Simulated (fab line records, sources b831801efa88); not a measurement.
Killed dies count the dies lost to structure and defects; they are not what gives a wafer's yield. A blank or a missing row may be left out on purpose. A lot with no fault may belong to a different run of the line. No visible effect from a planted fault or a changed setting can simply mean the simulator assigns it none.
The tool behind it: which one? ; flow sky130 ; 39 wafers from 13 lots sampled at 5 of the route's 708 steps

== WHAT EACH GAUGE READ, for each wafer ==
SKY_METAL1_CD_MEAS_15: the cd target is 140 nm.
lot;measured;on;cdNm (nm)
L538;day 33 13:48;cdSem-01;140.4 140.5 141.5
L540;day 34 03:55;cdSem-01;139.6 140.3 141.6
L541;day 34 14:19;cdSem-02;140.2 139.4 138.4
L542;day 34 21:46;cdSem-02;139.0 137.8 138.2
L544;day 35 13:04;cdSem-01;139.5 137.3 137.4
L543;day 35 13:22;cdSem-02;139.4 140.3 140.1
L546;day 36 11:50;cdSem-02;137.7 138.1 139.3
L547;day 36 13:54;cdSem-01;137.8 138.0 136.2
L548;day 36 22:16;cdSem-02;138.6 139.2 139.6
L549;day 37 06:24;cdSem-02;140.4 141.4 141.1
L550;day 37 11:56;cdSem-02;142.9 141.6 140.9
L551;day 37 22:49;cdSem-01;138.2 139.3 138.1
L556;day 39 01:02;cdSem-01;140.6 141.6 141.2

SKY_VIA1_BOW_MEAS_03.
lot;measured;on;VIA1_BOW (um)
L538;day 33 15:13;filmMetro-02;72 67 81
L540;day 34 05:19;filmMetro-02;79 59 83
L541;day 34 15:44;filmMetro-01;82 74 65
L542;day 34 23:31;filmMetro-02;84 75 69
L544;day 35 14:28;filmMetro-01;75 77 63
L543;day 35 14:55;filmMetro-02;81 74 67
L546;day 36 13:15;filmMetro-04;89 76 74
L547;day 36 15:22;filmMetro-04;81 84 77
L548;day 36 23:41;filmMetro-01;76 83 72
L549;day 37 07:51;filmMetro-02;81 74 83
L550;day 37 13:25;filmMetro-01;82 82 77
L551;day 38 00:16;filmMetro-01;79 85 72
L556;day 39 02:27;filmMetro-02;84 85 70

SKY_VIA2_THK_MEAS_01.
lot;measured;on;VIA2_HDPCVD_THK (nm)
L538;day 35 23:16;filmMetro-01;1186 1193 1193
L540;day 36 13:29;filmMetro-03;1158 1179 1197
L541;day 36 22:58;filmMetro-03;1179 1165 1164
L542;day 37 06:50;filmMetro-03;1167 1188 1178
L544;day 37 20:28;filmMetro-03;1181 1166 1174
L543;day 37 21:12;filmMetro-04;1185 1209 1192
L546;day 38 19:16;filmMetro-03;1184 1180 1176
L547;day 38 20:43;filmMetro-03;1189 1167 1192
L548;day 39 05:52;filmMetro-01;1182 1170 1172
L549;day 39 13:12;filmMetro-01;1182 1159 1171
L550;day 39 17:43;filmMetro-03;596 585 594 596 585 593
L551;day 40 05:30;filmMetro-04;590 564 587 590 564 587
L556;day 41 06:41;filmMetro-01;1180 1199 1185

== EACH LOT AND THE TOOL THAT RAN IT (in order: tool; ch and the chambers of the sampled wafers; start) ==
lot;SKY_METAL2_SPUTTER_01;SKY_VIA2_HDPCVD_00
L538;pvdSputter-01, day 34 19:19;hdpcvd-02 ch 0,2, day 35 23:04
L540;pvdSputter-03, day 35 09:41;hdpcvd-01 ch 0,1,2, day 36 13:20
L541;pvdSputter-03, day 35 20:09;hdpcvd-02 ch 0,1,2, day 36 22:50
L542;pvdSputter-02, day 36 03:42;hdpcvd-01 ch 0,2, day 37 06:43
L544;pvdSputter-03, day 36 17:49;hdpcvd-01 ch 0,1,2, day 37 20:20
L543;pvdSputter-02, day 36 18:11;hdpcvd-02 ch 0,1,2, day 37 21:06
L546;pvdSputter-01, day 37 16:13;hdpcvd-01 ch 0,2, day 38 19:07
L547;pvdSputter-02, day 37 18:55;hdpcvd-02 ch 0,1,2, day 38 20:35
L548;pvdSputter-03, day 38 03:07;hdpcvd-01 ch 0,1,2, day 39 05:46
L549;pvdSputter-01, day 38 11:16;hdpcvd-02 ch 0,2, day 39 13:04
L550;pvdSputter-03, day 38 15:56;hdpcvd-02 ch 0,1,2, day 39 17:35
L551;pvdSputter-02, day 39 03:28;hdpcvd-02 ch 0,2, day 40 05:22
L556;pvdSputter-03, day 40 04:32;hdpcvd-01 ch 0,1,2, day 41 06:34
- SKY_METAL2_SPUTTER_01: material TiN, target thk 20 nm, time 16.7 s.
- SKY_VIA2_HDPCVD_00: deposits SiO2, target thk 1180 nm, time 196.7 s.

== WHAT THE TOOLS THEMSELVES READ (means of the sampled wafers that have a number; where no wafer has one, the mark that the record gives instead) ==
SKY_METAL2_SPUTTER_01.
lot;tool;throttleValvePct (%)
L538;pvdSputter-01;30.7
L540;pvdSputter-03;30.6
L541;pvdSputter-03;31.1
L542;pvdSputter-02;28.8
L544;pvdSputter-03;30.0
L543;pvdSputter-02;29.5
L546;pvdSputter-01;30.3
L547;pvdSputter-02;28.8
L548;pvdSputter-03;30.0
L549;pvdSputter-01;30.5
L550;pvdSputter-03;30.0
L551;pvdSputter-02;28.9
L556;pvdSputter-03;30.4

== THE ANSWER, worked out from the rows above alone ==
Rule: usual is defined by the lots themselves. The widest of any qualifying gaps counts: lots, ordered by their means at a reading, are off when they make up no more than a third of the lots, leave a main group of 4 or more, and stand apart from it by 3 or more times the standard deviation of that group's means. Not used: any main group whose means are identical at the precision the tables above print for the reading. Also off: a lot with no number at a reading for which 4 or more lots have one. All remaining lots with rows at the step are treated as sound. First the gauges in route order, then the tools' own readings, where a lot's mean is used as printed above. The first step at which some lot is off is used, and at that step the reading that is off furthest; a lot without a number counts as furthest.
Off: L550, L551, at SKY_VIA2_THK_MEAS_01 (VIA2_HDPCVD_THK). For the main group the mean is 1180 nm and the standard deviation 8.
If a tool, at a process step before that reading, ran all the lots that are off and no sound lot after the first of them, it fits. Gauges at SKY_VIA2_THK_MEAS_01: tried the same way as those tools. One fits: SKY_VIA2_HDPCVD_00 on hdpcvd-02. A fault onset in the window from L549 (day 39 13:04, its last sound lot) to L550 (day 39 17:35, its first lot off) fits.

== WHAT THE SIMULATOR HAD INSERTED ==
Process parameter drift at SKY_VIA2_HDPCVD_00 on hdpcvd-02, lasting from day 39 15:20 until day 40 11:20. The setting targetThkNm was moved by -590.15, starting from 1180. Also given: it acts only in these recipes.
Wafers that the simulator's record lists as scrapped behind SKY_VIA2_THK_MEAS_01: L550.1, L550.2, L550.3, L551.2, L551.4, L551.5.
Struck lots among those shown: L550, L551. The rule above reached the same finding.
